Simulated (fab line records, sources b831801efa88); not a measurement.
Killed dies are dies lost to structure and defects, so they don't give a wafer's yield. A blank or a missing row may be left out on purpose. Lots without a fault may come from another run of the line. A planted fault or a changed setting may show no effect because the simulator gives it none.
Which tool did it? | flow gf180mcu | 14 lots, 42 wafers sampled, at 4 steps of a route of 602

WHAT THE GAUGES READ, wafer by wafer
GF_POLY_GATE_OVL_MEAS_11.
lot  | measured     | on         | POLY_GATE_OVL (nm)
L177 | day 9 05:25  | overlay-02 | -11 -15 -10
L178 | day 9 07:39  | overlay-01 | -12 -9 -5
L179 | day 9 21:38  | overlay-01 | 4 -1 0
L181 | day 10 15:52 | overlay-01 | 0 -1 -2
L184 | day 11 19:13 | overlay-02 | -6 -8 -6
L186 | day 11 23:13 | overlay-02 | -5 -1 -4
L187 | day 12 08:04 | overlay-02 | -2 -3 -2
L188 | day 12 11:43 | overlay-01 | -7 -3 -9
L194 | day 14 09:19 | overlay-01 | 3 -4 1
L198 | day 15 09:54 | overlay-01 | -13 -8 -9
L199 | day 15 17:52 | overlay-02 | -7 -1 -8
L200 | day 16 03:15 | overlay-02 | 0 1 1

GF_POLY_GATE_THK_MEAS_17.
lot  | measured     | on            | POLY_GATE_OXIDATION_THK (nm)
L177 | day 9 07:17  | film_metro-04 | 4.05 4.06 3.95
L178 | day 9 09:11  | film_metro-01 | 4.06 4.11 4.15
L179 | day 9 23:11  | film_metro-04 | 4.10 4.00 4.00
L181 | day 10 17:28 | film_metro-03 | 3.99 4.01 4.03
L184 | day 11 20:53 | film_metro-01 | 3.98 3.96 3.96
L186 | day 12 00:46 | film_metro-03 | 3.98 3.93 3.93
L187 | day 12 11:46 | film_metro-01 | 4.12 4.07 3.99
L188 | day 12 14:25 | film_metro-03 | 4.11 4.10 4.13
L194 | day 14 12:16 | film_metro-01 | 3.99 4.06 3.97
L198 | day 15 17:05 | film_metro-03 | 4.07 4.03 4.08
L199 | day 16 00:10 | film_metro-01 | 4.13 4.06 3.94
L200 | day 16 09:50 | film_metro-01 | 4.23 4.18 4.23

WHICH TOOL RAN EACH LOT (tool, then ch and the chambers of the sampled wafers, then the start)
lot  | GF_STI_ETCH_14                  | GF_DUAL_GATE_DEVELOP_10
L177 | rie_si-01 ch 0,2,3, day 2 01:41 | litho_track-03 ch 0, day 8 08:32
L178 | rie_si-02 ch 1,2,3, day 2 06:26 | litho_track-04 ch 0, day 8 11:17
L179 | rie_si-02 ch 2,3, day 2 11:32   | litho_track-04 ch 0, day 9 00:40
L181 | rie_si-02 ch 1,2, day 2 21:30   | litho_track-04 ch 0, day 9 18:28
L184 | rie_si-01 ch 0,2,3, day 3 19:33 | litho_track-04 ch 0, day 10 21:08
L186 | rie_si-01 ch 0,2, day 4 01:56   | litho_track-02 ch 0, day 10 22:49
L187 | rie_si-01 ch 1,2,3, day 4 05:00 | litho_track-03 ch 0, day 11 07:14
L188 | rie_si-01 ch 0,2, day 4 10:29   | litho_track-04 ch 0, day 11 13:31
L194 | rie_si-02 ch 1,2,3, day 5 16:46 | litho_track-02 ch 0, day 13 08:28
L196 | rie_si-01 ch 0,1,2, day 6 06:05 | litho_track-04, day 13 21:56
L197 | rie_si-02 ch 0,1,2, day 6 08:44 | litho_track-04, day 14 03:40
L198 | rie_si-01 ch 0,2, day 6 14:08   | litho_track-03 ch 0, day 14 07:55
L199 | rie_si-02 ch 0,2, day 6 19:14   | litho_track-04 ch 0, day 14 17:37
L200 | rie_si-01 ch 1,2,3, day 6 23:55 | litho_track-04 ch 0, day 14 23:56
- GF_STI_ETCH_14: etches Si in HBr/Cl2/O2, target depth 360 nm, time 102.9 s.
- GF_DUAL_GATE_DEVELOP_10: develop time 60 s.

WHAT THE TOOLS THEMSELVES READ (means of the sampled wafers that have a number; where no wafer has one, the mark that the record gives instead)
GF_STI_ETCH_14.
lot  | tool      | bias_w (W) | drypump_motor_current_A (A) | oes_product_au (a.u.) | throttle_valve_pct (%)
L177 | rie_si-01 | 149.7      | 5.9                         | 1.003                 | 25.651
L178 | rie_si-02 | 150.6      | 5.6                         | 1.016                 | 25.646
L179 | rie_si-02 | 149.6      | 5.7                         | 1.012                 | 25.652
L181 | rie_si-02 | 149.9      | 5.4                         | 1.016                 | 25.644
L184 | rie_si-01 | 150.3      | 5.8                         | 0.995                 | 25.654
L186 | rie_si-01 | 150.2      | 6.2                         | 1.002                 | 25.650
L187 | rie_si-01 | 149.5      | 5.3                         | 0.997                 | 25.664
L188 | rie_si-01 | 150.1      | 5.9                         | 0.997                 | 25.661
L194 | rie_si-02 | 149.6      | 5.6                         | 1.011                 | 25.643
L196 | rie_si-01 | 150.1      | 5.5                         | 0.993                 | 25.663
L197 | rie_si-02 | 149.5      | 5.6                         | 1.005                 | 25.656
L198 | rie_si-01 | 150.3      | 5.8                         | 0.996                 | 25.663
L199 | rie_si-02 | 149.6      | 5.7                         | 0.990                 | 25.660
L200 | rie_si-01 | 150.0      | 5.2                         | 0.984                 | 25.672

GF_DUAL_GATE_DEVELOP_10.
lot  | tool           | chill_plate_temp_C (C)
L177 | litho_track-03 | 23.02
L178 | litho_track-04 | 23.10
L179 | litho_track-04 | 22.89
L181 | litho_track-04 | 22.94
L184 | litho_track-04 | 23.03
L186 | litho_track-02 | 23.00
L187 | litho_track-03 | 23.09
L188 | litho_track-04 | 22.96
L194 | litho_track-02 | 23.00
L196 | litho_track-04 | -
L197 | litho_track-04 | -
L198 | litho_track-03 | 22.93
L199 | litho_track-04 | 22.89
L200 | litho_track-04 | 22.98

THE ANSWER, worked out from the rows above alone
Rule: what is usual is taken from the lots themselves. Put in order of their means at a reading, lots are off if they are a third of the lots or fewer, leave a main group of 4 or more, and stand apart from it by a gap of 3 or more times the standard deviation of the main group's means; of several such gaps the widest counts. A main group whose means are all the same, to the digits that the tables above print for the reading, isn't used. A lot without any number at a reading at which 4 lots or more have one is off too. The other lots that the step has rows for count as sound. The gauges are gone through in route order, then the tools' own readings, and for those a lot's mean is taken as printed above. The first step at which some lot is off is used, and at that step the reading that is off furthest; a lot without a number counts as furthest.
Off: L196, L197, at GF_DUAL_GATE_DEVELOP_10 (chill_plate_temp_C). Without a number there: L196, L197. The main group: mean 22.99 C, standard deviation 0.066.
A tool fits if, at that step or a process step before it, it ran every lot that is off, and no sound lot after the first of them. None of those tried fits.

WHAT THE SIMULATOR HAD PUT IN
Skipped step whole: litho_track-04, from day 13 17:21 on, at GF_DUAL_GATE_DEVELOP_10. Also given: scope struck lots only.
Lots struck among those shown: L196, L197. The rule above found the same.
